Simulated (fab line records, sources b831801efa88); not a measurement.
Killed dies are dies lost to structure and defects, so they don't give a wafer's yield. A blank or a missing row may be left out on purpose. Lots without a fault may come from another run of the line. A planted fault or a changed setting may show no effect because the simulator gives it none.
A struck lot beside a sound one | flow sky130 | 17 steps out of a route of 708
Sound: wafers L340.1, L340.5, L340.6. Struck: wafer L328.5. (L328.4, L328.6 of the same lot were not struck and are left out.) The cause comes at the end.
At each step with rows: each side's tool, then ch and its chambers, then its first start. Under that, the readings that differ: sound wafers | struck wafers | difference of the means | sigmas: that difference in standard deviations of wafers without a fault.
alike: readings whose means differ by less than 2 such deviations, and words and numbers that are the same on both sides. not compared: withheld readings, readings that some wafer has no value for, bounds like >300 that may hide the same value, and numbers for which the record gives no deviation and whose values overlap.
The two part at a step that has a row with sigmas, a row that says differs or no value, or rows on one side only. Numbers that don't overlap but have no deviation are shown without sigmas and don't part them. A reading that every wafer of one side lacks parts them only if that side has two wafers or more.

SKY_LI_CONTACT_CMP_02: polishes PSG.
  sound on cmp-01 ch 1,2, day 33 19:59; struck on cmp-01 ch 1, day 29 18:30
  alike: motor_current_A, time_to_endpoint_s
SKY_LI_CONTACT_BOW_MEAS_03:
  sound on film_metro-02, day 33 20:17; struck on film_metro-03, day 29 18:50
  alike: LI_CONTACT_BOW
then, 8 steps without rows for these wafers: SKY_LI_CONTACT_DEHYDRATE_04 (time 60 s); SKY_LI_CONTACT_HMDS_05 (prime time 60 s); SKY_LI_CONTACT_COAT_06 (resist thk 60 nm); SKY_LI_CONTACT_COAT_07 (resist thk 450 nm); SKY_LI_CONTACT_SOFTBAKE_08 (time 90 s); SKY_LI_CONTACT_EXPOSE_09 (exposes mask LICM1, target cd 170 nm); SKY_LI_CONTACT_PEB_10; SKY_LI_CONTACT_DEVELOP_11 (develop time 60 s).
SKY_LI_CONTACT_CD_MEAS_12: target cd 170 nm.
  sound on cd_sem-02, day 34 23:05; struck on cd_sem-01, day 30 23:02
  alike: cd_nm
SKY_LI_CONTACT_OVL_MEAS_13:
  sound on overlay-01, day 34 23:12; struck on overlay-01, day 30 23:07
  reading             | sound   | struck | difference | sigmas
  LI_CONTACT_OVL (nm) | -5 -5 0 | 14     | +17        | +3
SKY_LI_CONTACT_ETCH_14: etches BARC in N2/H2, stops on SiO2, time 45.9 s, target depth 60 nm.
  sound on rie_diel-02 ch 2,3, day 34 23:14; struck on rie_diel-04 ch 2, day 30 23:10
  reading                                           | sound                | struck | difference | sigmas
  drypump_motor_current_A (A)                       | 5.3 5.6 5.3          | 6.4    | +1.0       | +2
  oes_product_au (a.u.)                             | 0.852 0.859 0.848    | 0.996  | +0.143     | +32
  run_length_s (s)                                  | 73.6 74.4 73.6       | 52.1   | -21.8      | -54
  throttle_valve_pct (%)                            | 13.223 13.215 13.216 | 13.236 | +0.018     | +2
  model.KrF-thick_of_LI_CONTACT_COAT_07.thk_nm (nm) | 391.9 393.1 391.3    | 412.4  | +20.3      |
  model.etch.depth_nm (nm)                          | 60.07 60.02 60.02    | 39.91  | -20.13     |
  model.LI_CONTACT.cd_nm (nm)                       | 170.9 170 170.9      | 167.5  | -3.1       |
  alike: h2_flow_sccm
  not compared: rf_hours_counter_h
SKY_LI_CONTACT_ETCH_15: etches PSG in C4F8/O2/Ar, stops on Si, target depth 600 nm.
  sound on rie_diel-02 ch 2,3, day 34 23:17; struck on rie_diel-04 ch 2, day 30 23:13
  reading                                           | sound             | struck | difference | sigmas
  model.KrF-thick_of_LI_CONTACT_COAT_07.thk_nm (nm) | 222.1 232.6 223.2 | 252.8  | +26.8      |
  model.LI_CONTACT.cd_nm (nm)                       | 171.2 169.1 171.1 | 167.7  | -2.8       |
  alike: oes_product_au
SKY_LI_CONTACT_STRIP_16: strips in O2/N2.
  sound on plasma_asher-01 ch 0,1, day 34 23:22; struck on plasma_asher-01 ch 1, day 30 23:18
  reading                      | sound          | struck | difference | sigmas
  strip_time_to_endpoint_s (s) | 3.40 3.51 3.39 | 3.73   | +0.30      | +8
  alike: drypump_motor_current_A, oes_product_au
  not compared: rf_hours_counter_h
then, 1 step without rows for these wafers: SKY_LI_CONTACT_CLEAN_17 (cleans in NMP, time 600 s).
-- the record jumps here: 16 days lie between the struck wafers' starts before and after (it left off in module LI_CONTACT and takes up again in module PAD_OPEN, whose first step shown is number 708 of the route) --
SKY_PAD_OPEN_PROBE_99:
  sound on prober-02, day 49 21:34; struck on prober-02, day 47 03:37
  reading                                 | sound             | struck | difference | sigmas
  model.etest.licon_pdiff.rc_ohm          | 551.6 596.1 553   | 658    | +91        |
  model.etest.licon_ndiff.rc_ohm          | 169.6 180.8 175.5 | 193.8  | +18.5      |
  model.etest.sonos_uncharged.r_on_ohm_um | 801.7 809.1 799.4 | 835.6  | +32.2      |
  model.etest.licon_poly.rc_ohm           | 148.3 153.4 148.2 | 166.8  | +16.8      |
  not compared: model.etest.licon_high_po.rc_ohm

WHERE THEY PART
First at SKY_LI_CONTACT_OVL_MEAS_13; last, within this record, at SKY_LI_CONTACT_STRIP_16.

WHY: what the simulator had put in
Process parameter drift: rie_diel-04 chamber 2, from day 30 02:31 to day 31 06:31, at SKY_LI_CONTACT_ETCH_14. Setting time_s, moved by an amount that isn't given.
